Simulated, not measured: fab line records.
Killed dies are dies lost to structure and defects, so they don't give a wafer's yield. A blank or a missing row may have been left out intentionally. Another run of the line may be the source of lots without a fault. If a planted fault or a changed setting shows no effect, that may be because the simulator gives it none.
Which of the tools did it?    flow gf180mcu    39 wafers from 13 lots sampled at 5 of the route's 602 steps

WHAT EACH GAUGE READ, for each wafer
GF_M4_CD_MEAS_14: the cd target is 280 nm.
lot   measured      on         cd nm (nm)
L562  day 23 10:01  cd sem-01  279.5 280.5 280.4
L563  day 23 13:55  cd sem-01  279.7 279.5 281.3
L564  day 24 03:30  cd sem-01  279.4 281.7 280.2
L567  day 25 08:43  cd sem-02  280.8 280.7 280.3
L569  day 26 00:05  cd sem-02  281.6 282.6 281.4
L570  day 26 04:51  cd sem-02  280.7 279.8 280.5
L571  day 26 08:33  cd sem-01  279.9 280.4 279.8
L577  day 28 10:56  cd sem-02  281.4 282.2 281.0
L578  day 28 14:10  cd sem-02  278.0 277.9 278.8
L580  day 29 08:04  cd sem-02  281.0 280.2 279.9
L582  day 29 14:45  cd sem-02  279.4 278.4 278.4
L583  day 30 00:59  cd sem-02  279.7 280.2 281.1
L585  day 30 10:24  cd sem-01  278.3 278.7 279.1

GF_V4_THK_MEAS_01.
lot   measured      on             V4_CVD_00_THK (nm)
L562  day 23 10:53  film metro-03  571 579 571
L563  day 23 14:46  film metro-04  578 579 569
L564  day 24 04:31  film metro-01  580 591 588
L567  day 25 09:37  film metro-04  577 559 571
L569  day 26 01:04  film metro-04  569 586 580
L570  day 26 05:45  film metro-04  567 568 577
L571  day 26 09:28  film metro-03  563 562 556
L577  day 28 11:50  film metro-01  574 565 559
L578  day 28 15:04  film metro-01  578 571 581
L580  day 29 09:03  film metro-03  586 592 583
L582  day 29 15:38  film metro-04  593 581 574
L583  day 30 01:56  film metro-03  585 588 584
L585  day 30 11:19  film metro-01  572 586 582

WHICH TOOL RAN EACH LOT (tool, then ch and the chambers of the sampled wafers, then the start)
lot   GF_VT_IMPLANT_COAT_02              GF_VT_IMPLANT_STRIP_09                GF_M4_SPUTTER_00
L562  litho track-04 ch 0, day 5 10:44   plasma asher-01 ch 0,1, day 5 18:05   pvd sputter-02, day 22 11:10
L563  litho track-04 ch 0, day 5 13:41   plasma asher-02 ch 0,1, day 5 20:49   pvd sputter-01, day 22 15:10
L564  litho track-04 ch 0, day 5 19:13   plasma asher-03 ch 0,1, day 6 03:05   pvd sputter-03, day 23 04:13
L567  litho track-04 ch 0, day 6 16:14   plasma asher-03 ch 0,1, day 6 23:48   pvd sputter-01, day 24 11:46
L569  litho track-04 ch 0, day 7 04:19   plasma asher-02 ch 0,1, day 7 12:32   pvd sputter-01, day 25 02:18
L570  litho track-04 ch 0, day 7 10:13   plasma asher-03 ch 0,1, day 7 18:29   pvd sputter-02, day 25 08:07
L571  litho track-04 ch 0, day 7 13:13   plasma asher-03 ch 0,1, day 7 21:08   pvd sputter-02, day 25 11:49
L577  litho track-04 ch 0, day 9 02:34   plasma asher-03 ch 0,1, day 9 11:08   pvd sputter-01, day 27 14:49
L578  litho track-04 ch 0, day 9 07:47   plasma asher-02 ch 0,1, day 9 16:44   pvd sputter-02, day 27 18:13
L580  litho track-04 ch 0, day 9 22:02   plasma asher-02 ch 0,1, day 10 06:59  pvd sputter-02, day 28 12:19
L582  litho track-03 ch 0, day 10 07:36  plasma asher-03 ch 0,1, day 10 16:53  pvd sputter-03, day 28 19:48
L583  litho track-02 ch 0, day 10 15:48  plasma asher-03 ch 0,1, day 11 01:20  pvd sputter-02, day 29 06:40
L585  litho track-02 ch 0, day 11 02:48  plasma asher-01 ch 0,1, day 11 12:20  pvd sputter-01, day 29 15:14
- GF_VT_IMPLANT_COAT_02: resist thk 1000 nm.
- GF_VT_IMPLANT_STRIP_09: strips in O2/N2.
- GF_M4_SPUTTER_00: material Ti, target thk 37.5 nm, time 150 s.

AS READ BY THE TOOLS THEMSELVES (means over the sampled wafers that have a number; for cases with no such wafer, the mark the record gives instead)
GF_VT_IMPLANT_COAT_02.
lot   tool            spin speed rpm (rpm)
L562  litho track-04  3001.2
L563  litho track-04  2999.0
L564  litho track-04  2998.9
L567  litho track-04  3000.0
L569  litho track-04  3000.8
L570  litho track-04  2999.9
L571  litho track-04  3001.0
L577  litho track-04  2938.7
L578  litho track-04  2935.8
L580  litho track-04  2937.6
L582  litho track-03  3000.6
L583  litho track-02  3000.1
L585  litho track-02  2998.5

GF_VT_IMPLANT_STRIP_09.
lot   tool             drypump motor current A (A)  heater power w (W)  oes product au (a.u.)  strip time to endpoint s (s)
L562  plasma asher-01  5.4                          375                 0.714                  12.68
L563  plasma asher-02  5.9                          300                 0.720                  12.66
L564  plasma asher-03  5.7                          346                 0.714                  12.70
L567  plasma asher-03  5.7                          339                 0.712                  12.67
L569  plasma asher-02  5.9                          301                 0.715                  12.64
L570  plasma asher-03  5.8                          344                 0.713                  12.68
L571  plasma asher-03  5.7                          340                 0.719                  12.61
L577  plasma asher-03  5.8                          345                 0.718                  12.76
L578  plasma asher-02  5.9                          299                 0.716                  12.77
L580  plasma asher-02  6.1                          293                 0.715                  12.75
L582  plasma asher-03  5.7                          340                 0.715                  12.62
L583  plasma asher-03  5.7                          344                 0.715                  12.63
L585  plasma asher-01  5.1                          319                 0.717                  12.63

GF_M4_SPUTTER_00.
lot   tool            throttle valve pct (%)
L562  pvd sputter-02  30.1
L563  pvd sputter-01  30.8
L564  pvd sputter-03  28.6
L567  pvd sputter-01  31.9
L569  pvd sputter-01  30.2
L570  pvd sputter-02  30.3
L571  pvd sputter-02  30.7
L577  pvd sputter-01  30.2
L578  pvd sputter-02  30.2
L580  pvd sputter-02  30.1
L582  pvd sputter-03  29.3
L583  pvd sputter-02  30.1
L585  pvd sputter-01  30.7

THE ANSWER, worked out from the rows above alone
Rule: usual is defined by the lots themselves. The widest of any qualifying gaps counts: lots, ordered by their means at a reading, are off when they make up no more than a third of the lots, leave a main group of 4 or more, and stand apart from it by 3 or more times the standard deviation of that group's means. Not used: any main group whose means are identical at the precision the tables above print for the reading. A lot without any number at a reading at which 4 lots or more have one is off too. Where the step has rows for the other lots, those lots are counted as sound. After the gauges, taken in route order, come the tools' own readings; for these a lot's mean is taken, as printed above. At the first step where some lot is off, the reading lying furthest off is the one used; lots without a number count as furthest.
Off, at GF_VT_IMPLANT_COAT_02 on spin speed rpm: L577, L578, L580. The main group: mean 3000.0 rpm, standard deviation 0.89.
If a tool, at that step or one of the process steps before it, ran each lot that is off and ran no sound lot following the first of them, it fits. One candidate fits, namely litho track-04 at GF_VT_IMPLANT_COAT_02. A fault onset in the window from L571 (day 7 13:13, its last sound lot) to L577 (day 9 02:34, its first lot off) fits.
The tool's own readings at GF_VT_IMPLANT_COAT_02 bear it out: on the lots that are off they differ by more than 5 times the standard deviation of the sound lots' means. spin speed rpm reads 2937.4 rpm there against 3000.0 rpm on the sound lots.

WHAT HAD BEEN PUT IN BY THE SIMULATOR
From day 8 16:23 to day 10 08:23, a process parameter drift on litho track-04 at GF_VT_IMPLANT_COAT_02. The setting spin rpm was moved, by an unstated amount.
Struck lots among those shown: L577, L578, L580. Same finding as the rule above.
